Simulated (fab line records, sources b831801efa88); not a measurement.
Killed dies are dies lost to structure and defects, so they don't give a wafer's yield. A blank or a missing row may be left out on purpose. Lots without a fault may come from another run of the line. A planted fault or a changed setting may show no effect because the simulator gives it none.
Problem report in the 8D (eight disciplines) form, filled by code | flow sky130 | the parts of the form that need people (team, actions taken, sign-off) are left out

1. THE PROBLEM
VIA4_HDPCVD_THK at SKY_VIA4_THK_MEAS_01 reads a mean of 3242 nm on 6 wafers of 2 lots; wafers without a fault read 1756 nm with a standard deviation of 16. That is +93 standard deviations from the usual mean.
First seen on wafer L886.2, day 43 23:59, on film_metro-01. The record holds 36 wafers of 12 lots with a number at this step. Rule for "out", or "out of limits": more than 4 standard deviations from the usual mean. The other wafers with a number count as sound.

2. WHAT IT IS AND WHAT IT IS NOT
question                    | is                           | is not
which readings at this step | VIA4_HDPCVD_THK              | -
which lots                  | L886, L887                   | L879, L881, L882, L883, L884, L885, L894, L896, L898, L900
which wafers of those lots  | all that have a number       | -
read on which gauges        | film_metro-01, film_metro-04 | film_metro-03
when                        | from day 43 23:59            | up to then (18 sound wafers); but 12 sound wafers of L894, L896, L898, L900 came after

3. SUSPECTS, AND WHAT RULES EACH OUT
Counting: a tool at a process step up to the reading stays a suspect if it ran every lot that is out and no sound lot after the first of them.
- the gauge at SKY_VIA4_THK_MEAS_01: ruled out. The wafers that are out were read on 2 gauges (film_metro-01, film_metro-04).
- pvd_sputter-04 at SKY_METAL4_SPUTTER_02 (material AlCu, target thk 735 nm, time 39.1 s): ruled out as a lasting fault. Sound lots L898 ran on it after its first lot that is out, L886 (day 41 23:52).
- pvd_sputter-04 at SKY_METAL4_SPUTTER_04 (material TiN, target thk 70 nm, time 58.3 s): ruled out as a lasting fault. Sound lots L898 ran on it after its first lot that is out, L886 (day 41 23:55).
- hdpcvd-02 at SKY_VIA4_HDPCVD_00 (deposits SiO2, target thk 1750 nm, time 291.7 s): ruled out as a lasting fault. Sound lots L898, L900 ran on it after its first lot that is out, L886 (day 43 23:48).
Left after counting: nothing in the record.

4. THE CAUSE (what the simulator had put in)
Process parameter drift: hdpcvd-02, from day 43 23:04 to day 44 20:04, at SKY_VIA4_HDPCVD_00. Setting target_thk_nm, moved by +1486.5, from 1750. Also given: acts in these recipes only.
Counting ruled it out, wrongly: the rule takes a fault to strike every lot that its tool runs from its start on, and this one did not.

5. THE CHAIN OF EFFECTS, in route order
Each row: a reading whose mean over the struck wafers that have a number lies more than 3 standard deviations from the usual. Only readings for which the record gives a usual standard deviation are gone through. hours: the time from each lot's start at the first step in this table that gives one to its start at this step, as a median over the lots. sigmas: the change in usual standard deviations.
hours | step                 | reading         | usual   | on struck wafers | change | sigmas
0     | SKY_VIA4_THK_MEAS_01 | VIA4_HDPCVD_THK | 1756 nm | 3242             | +1486  | +93

6. WHAT WOULD HAVE CAUGHT IT SOONER
In this record the first reading out of limits at a measuring or inspecting step was taken at day 43 23:59, 1 hour after the fault began at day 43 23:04.
Of the tool readings at SKY_VIA4_HDPCVD_00 for which the record gives a usual standard deviation, none was out on any struck wafer, so an alarm limit of 4 standard deviations on them would not have fired.
